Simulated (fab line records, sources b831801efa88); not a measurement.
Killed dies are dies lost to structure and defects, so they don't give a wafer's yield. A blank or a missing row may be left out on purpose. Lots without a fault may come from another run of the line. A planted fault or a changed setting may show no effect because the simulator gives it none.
One fault seen from 2 desks | flow gf180mcu | each desk has only its own numbers; what lay behind them comes last

THE TOOL OWNER'S DESK: cmp-01
The tool's own readings at GF_V1_CMP_26 (polishes, stops on SiO2, t overpolish 15 s, target thk 0 nm): means of the sampled wafers that have a number, for each lot that ran on this tool. A lot is out of limits, marked OUT, if its mean lies more than 4 standard deviations from the usual mean; the brackets give that distance.
Columns: A = head_pressure_psi at GF_V1_CMP_26, usual 3.501 psi; B = motor_current_A at GF_V1_CMP_26, usual 10.9 A; C = overpolish_run_s at GF_V1_CMP_26, usual 15.002 s; D = time_to_endpoint_s at GF_V1_CMP_26, usual 84 s
lot  | first seen here | A     | B    | C                       | D
L570 | day 19 01:23    | 3.501 | 11.0 | 15.007                  | 82
L571 | day 19 13:21    | 3.507 | 11.1 | 14.995                  | 84
L580 | day 22 17:31    | 3.503 | 11.1 | 5.027 (-99 or more) OUT | 115 (+5.7) OUT
L586 | day 25 04:33    | 3.500 | 11.3 | 14.994                  | 79
L589 | day 26 02:58    | 3.501 | 10.4 | 14.999                  | 79
This desk's finding: out of limits on L580; first on L580, day 22 17:31 (overpolish_run_s at GF_V1_CMP_26). In limits: L570, L571, L586, L589.

THE METROLOGY DESK
What the gauges read, lot by lot, whatever tool the lot ran on: means of the sampled wafers that have a number. A lot is out of limits, marked OUT, if its mean lies more than 4 standard deviations from the usual mean; the brackets give that distance.
Columns: A = cd_nm at GF_V1_CD_MEAS_14, usual 259.9 nm; B = V1_OVL at GF_V1_OVL_MEAS_15, usual 1 nm; C = V1_W_RS at GF_V1_RS_MEAS_24, usual 0.327 ohm/sq; D = V1_W_THK at GF_V1_THK_MEAS_25, usual 353 nm
lot  | first seen here | A     | B  | C     | D
L570 | day 19 00:11    | 260.4 | -3 | 0.323 | 355
L571 | day 19 11:44    | 258.9 | 5  | 0.323 | 354
L580 | day 22 16:14    | 260.9 | -1 | 0.324 | 356
L586 | day 25 03:15    | 259.4 | 1  | 0.333 | 349
L589 | day 26 01:43    | 259.5 | 3  | 0.331 | 350
This desk's finding: nothing out of limits on any of the 5 lots.

PUT TOGETHER
The tool owner's desk could have raised an alarm at day 22 17:31, on L580.
The metrology desk saw nothing out of limits.
The metrology desk has L580 on record, within its limits.
Of the lots named, all ran GF_V1_CMP_26 on cmp-01.

WHAT THE SIMULATOR HAD PUT IN
Process parameter drift: cmp-01, from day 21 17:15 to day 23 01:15, at GF_V1_CMP_26. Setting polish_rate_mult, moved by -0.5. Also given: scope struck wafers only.
Lots struck among those shown: L580.
Hours from the fault's start to each desk's first reading out of limits: the tool owner's desk, 24.
